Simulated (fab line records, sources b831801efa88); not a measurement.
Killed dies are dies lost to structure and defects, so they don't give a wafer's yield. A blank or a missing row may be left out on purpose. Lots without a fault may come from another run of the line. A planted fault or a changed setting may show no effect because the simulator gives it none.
A struck lot beside a sound one | flow gf180mcu | 21 steps out of a route of 602
Sound: wafers L636.2, L636.5, L636.6. Struck: wafers L637.1, L637.2, L637.3. The cause comes at the end.
At each step with rows: each side's tool, then ch and its chambers, then its first start. Under that, the readings that differ: sound wafers | struck wafers | difference of the means | sigmas: that difference in standard deviations of wafers without a fault.
alike: readings whose means differ by less than 2 such deviations, and words and numbers that are the same on both sides. not compared: withheld readings, readings that some wafer has no value for, bounds like >300 that may hide the same value, and numbers for which the record gives no deviation and whose values overlap.
The two part at a step that has a row with sigmas, a row that says differs or no value, or rows on one side only. Numbers that don't overlap but have no deviation are shown without sigmas and don't part them. A reading that every wafer of one side lacks parts them only if that side has two wafers or more.

first, 3 steps without rows for these wafers: GF_MVSD_EXPOSE_04 (exposes mask MVSD, target cd 1000 nm); GF_MVSD_PEB_05; GF_MVSD_DEVELOP_06 (develop time 60 s).
GF_MVSD_OVL_MEAS_07:
  sound on overlay-02, day 7 04:16; struck on overlay-02, day 7 09:16
  alike: MVSD_OVL
then, 2 steps without rows for these wafers: GF_MVSD_IMPLANT_08; GF_MVSD_IMPLANT_09.
GF_MVSD_STRIP_10: strips in O2/N2.
  sound on plasma_asher-02 ch 0,1, day 7 04:36; struck on plasma_asher-01 ch 0,1, day 7 09:36
  alike: drypump_motor_current_A, heater_power_w, n2_flow_sccm, oes_product_au, strip_time_to_endpoint_s
  not compared: rf_hours_counter_h
GF_MVSD_TW_MEAS_11:
  sound on film_metro-03, day 7 04:43; struck on film_metro-04, day 7 09:42
  reading | sound          | struck         | difference | sigmas
  MVSD_TW | 1625 1630 1623 | 1582 1589 1581 | -42        | -3
then, 4 steps without rows for these wafers: GF_MVPSD_DEHYDRATE_00 (time 60 s); GF_MVPSD_HMDS_01 (prime time 60 s); GF_MVPSD_COAT_02 (resist thk 3000 nm); GF_MVPSD_SOFTBAKE_03.
GF_MVPSD_EXPOSE_04: exposes mask MVPSD, target cd 1000 nm.
  sound on iline_stepper-02 ch 0, day 7 12:14; struck on iline_stepper-01 ch 0, day 7 17:30
  reading | sound                   | struck                        | difference | sigmas
  mask    | MVPSD#0 MVPSD#0 MVPSD#0 | LVPWELL#0 LVPWELL#0 LVPWELL#0 | differs    |
then, 2 steps without rows for these wafers: GF_MVPSD_PEB_05; GF_MVPSD_DEVELOP_06 (develop time 60 s).
GF_MVPSD_OVL_MEAS_07:
  sound on overlay-01, day 7 20:26; struck on overlay-02, day 8 01:19
  reading        | sound          | struck | difference                    | sigmas
  MVPSD_OVL (nm) | -4.3 -1.8 -1.5 | - - -  | no value on the struck wafers |
then, 2 steps without rows for these wafers: GF_MVPSD_IMPLANT_08; GF_MVPSD_IMPLANT_09.
GF_MVPSD_STRIP_10: strips in O2/N2.
  sound on plasma_asher-04 ch 0,1, day 7 20:46; struck on plasma_asher-02 ch 0,1, day 8 01:40
  alike: drypump_motor_current_A, heater_power_w, n2_flow_sccm, oes_product_au, strip_time_to_endpoint_s
  not compared: rf_hours_counter_h
GF_MVPSD_TW_MEAS_11:
  sound on film_metro-03, day 7 20:52; struck on film_metro-01, day 8 01:46
  reading  | sound       | struck   | difference | sigmas
  MVPSD_TW | 567 565 566 | 31 30 31 | -535       | -97
then, 1 step without rows for these wafers: GF_VT_IMPLANT_DEHYDRATE_00 (time 60 s).

WHERE THEY PART
First at GF_MVSD_TW_MEAS_11; last, within this record, at GF_MVPSD_TW_MEAS_11.

WHY: what the simulator had put in
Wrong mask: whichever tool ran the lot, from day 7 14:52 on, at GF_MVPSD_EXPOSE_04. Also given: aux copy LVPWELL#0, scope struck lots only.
